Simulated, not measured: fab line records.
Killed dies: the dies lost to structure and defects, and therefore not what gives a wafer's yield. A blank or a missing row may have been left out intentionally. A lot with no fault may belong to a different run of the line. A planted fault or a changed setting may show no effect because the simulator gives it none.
Which tool is to blame? + flow sfq-line + 41 wafers from 14 lots sampled at 4 of the route's 325 steps

== WHAT THE GAUGES READ, wafer by wafer ==
SFQ_L0_RS_MEAS_901: uses a four-point probe to measure.
| lot  | measured    | on            | L0_MONX_KI_RS (ohm/sq) |
|------|-------------|---------------|------------------------|
| L566 | day 1 12:34 | film-metro-02 | 43.6 43.4 42.8         |
| L567 | day 1 17:34 | film-metro-04 | 43.9 44.4 43.0         |
| L568 | day 1 22:36 | film-metro-03 | 43.5 44.0 44.2         |
| L570 | day 2 08:34 | film-metro-02 | 43.0 43.0 43.1         |
| L571 | day 2 13:34 | film-metro-02 | 43.3 43.2 43.2         |
| L572 | day 2 18:35 | film-metro-03 | 43.2 43.5 42.7         |
| L573 | day 2 23:35 | film-metro-03 | 43.6 43.4 43.3         |
| L574 | day 3 04:34 | film-metro-02 | 42.9 43.1 43.8         |
| L575 | day 3 09:34 | film-metro-03 | 43.9 43.8 43.8         |
| L576 | day 3 14:37 | film-metro-04 | 44.4 43.1 43.8         |
| L578 | day 4 00:34 | film-metro-04 | 43.7 44.7 43.3         |
| L580 | day 4 10:35 | film-metro-03 | 43.7 44.4              |
| L585 | day 5 11:35 | film-metro-02 | 43.8 44.8 43.9         |
| L588 | day 6 02:34 | film-metro-02 | 43.7 43.5 43.6         |

SFQ_L0V_OVL_MEAS_903.
| lot  | measured     | on         | L0V_OVL (nm) |
|------|--------------|------------|--------------|
| L566 | day 5 07:40  | overlay-01 | 8 8 7        |
| L567 | day 5 11:16  | overlay-02 | 14 11 3      |
| L568 | day 5 17:17  | overlay-02 | -3 2 10      |
| L570 | day 6 05:16  | overlay-02 | 6 3 1        |
| L571 | day 6 11:16  | overlay-01 | 6 12 13      |
| L572 | day 6 14:25  | overlay-01 | 9 6 8        |
| L573 | day 6 21:25  | overlay-01 | 12 3 12      |
| L574 | day 7 04:37  | overlay-01 | -2 -4 -1     |
| L575 | day 7 08:13  | overlay-02 | 8 -6 -4      |
| L576 | day 7 10:38  | overlay-01 | 0 5 1        |
| L578 | day 7 23:49  | overlay-01 | -2 4 2       |
| L580 | day 8 10:37  | overlay-02 | -3 -7        |
| L585 | day 9 11:49  | overlay-01 | 6 1 2        |
| L588 | day 10 08:19 | overlay-02 | 6 3 6        |

SFQ_I0_BOW_MEAS_907.
| lot  | measured     | on            | I0_BOW (um) |
|------|--------------|---------------|-------------|
| L566 | day 6 12:50  | film-metro-01 | -3 0 -5     |
| L567 | day 6 18:50  | film-metro-02 | 4 -1 5      |
| L568 | day 6 22:29  | film-metro-02 | 11 -4 -3    |
| L570 | day 7 09:50  | film-metro-02 | -6 -6 2     |
| L571 | day 7 13:27  | film-metro-03 | 1 5 1       |
| L572 | day 7 16:28  | film-metro-03 | 10 7 6      |
| L573 | day 8 01:28  | film-metro-01 | -2 2 8      |
| L574 | day 8 13:09  | film-metro-03 | -5 0 -1     |
| L575 | day 8 17:18  | film-metro-01 | 12 -1 7     |
| L576 | day 8 19:13  | film-metro-02 | 7 -8 -2     |
| L578 | day 9 11:18  | film-metro-03 | -9 10 5     |
| L580 | day 9 20:49  | film-metro-01 | 1 -3        |
| L585 | day 11 03:37 | film-metro-03 | -1 -6 3     |
| L588 | day 11 18:36 | film-metro-02 | 10 -7 15    |

== WHAT TOOL EACH LOT RAN ON (gives the tool, then ch and the chambers of the sampled wafers, and finally the start) ==
| lot  | SFQ_TRILAYER_I0_CMP_CMP_028   |
|------|-------------------------------|
| L566 | cmp-01 ch 1,2, day 6 09:50    |
| L567 | cmp-01 ch 2,3, day 6 16:20    |
| L568 | cmp-02 ch 0,2, day 6 19:27    |
| L570 | cmp-01 ch 0,1,3, day 7 06:50  |
| L571 | cmp-02 ch 2,3, day 7 10:57    |
| L572 | cmp-02 ch 1,3, day 7 13:57    |
| L573 | cmp-02 ch 0,1,3, day 7 22:27  |
| L574 | cmp-01 ch 0,1,3, day 8 10:09  |
| L575 | cmp-02 ch 1,2,3, day 8 14:48  |
| L576 | cmp-01 ch 2,3, day 8 16:39    |
| L578 | cmp-02 ch 1,2, day 9 08:48    |
| L580 | cmp-02 ch 0,3, day 9 18:17    |
| L585 | cmp-01 ch 0,2,3, day 11 02:06 |
| L588 | cmp-01 ch 0,1,3, day 11 15:36 |
- SFQ_TRILAYER_I0_CMP_CMP_028: polishes SiO2.

== WHAT THE TOOLS THEMSELVES READ (means of the sampled wafers that have a number; where no wafer has one, the mark that the record gives instead) ==
SFQ_TRILAYER_I0_CMP_CMP_028.
| lot  | tool   | motor-current-A (A) | retaining-ring-pressure-frac | time-to-endpoint-s (s) |
|------|--------|---------------------|------------------------------|------------------------|
| L566 | cmp-01 | 9.6                 | 0.994                        | 214                    |
| L567 | cmp-01 | 10.6                | 0.993                        | 214                    |
| L568 | cmp-02 | 11.3                | 0.998                        | 229                    |
| L570 | cmp-01 | 10.0                | 1.000                        | 217                    |
| L571 | cmp-02 | 10.6                | 0.996                        | 215                    |
| L572 | cmp-02 | 9.5                 | 0.998                        | 213                    |
| L573 | cmp-02 | 9.4                 | 0.997                        | 207                    |
| L574 | cmp-01 | 10.2                | 1.000                        | 213                    |
| L575 | cmp-02 | 10.5                | 1.000                        | 199                    |
| L576 | cmp-01 | 10.3                | 0.998                        | 210                    |
| L578 | cmp-02 | 10.5                | 0.994                        | 201                    |
| L580 | cmp-02 | 9.6                 | 0.997                        | 224                    |
| L585 | cmp-01 | 11.2                | 1.004                        | 205                    |
| L588 | cmp-01 | 10.3                | 1.000                        | 205                    |

== THE ANSWER, worked out from the rows above alone ==
Rule: the lots themselves supply what counts as usual. Put in order of their means at a reading, lots are off if they are a third of the lots or fewer, leave a main group of 4 or more, and stand apart from it by a gap of 3 or more times the standard deviation of the main group's means; of several such gaps the widest counts. A main group whose means are all the same, to the digits that the tables above print for the reading, isn't used. Also off: a lot with no number at a reading for which 4 or more lots have one. All remaining lots with rows at the step are treated as sound. Order of review: gauges by route order, followed by the tools' own readings, for which a lot's mean as printed above is used. At the first step where some lot is off, the reading lying furthest off is the one used; lots without a number count as furthest.
None of the lots is off at any reading shown; this tells nothing.

== WHAT HAD BEEN PUT IN BY THE SIMULATOR ==
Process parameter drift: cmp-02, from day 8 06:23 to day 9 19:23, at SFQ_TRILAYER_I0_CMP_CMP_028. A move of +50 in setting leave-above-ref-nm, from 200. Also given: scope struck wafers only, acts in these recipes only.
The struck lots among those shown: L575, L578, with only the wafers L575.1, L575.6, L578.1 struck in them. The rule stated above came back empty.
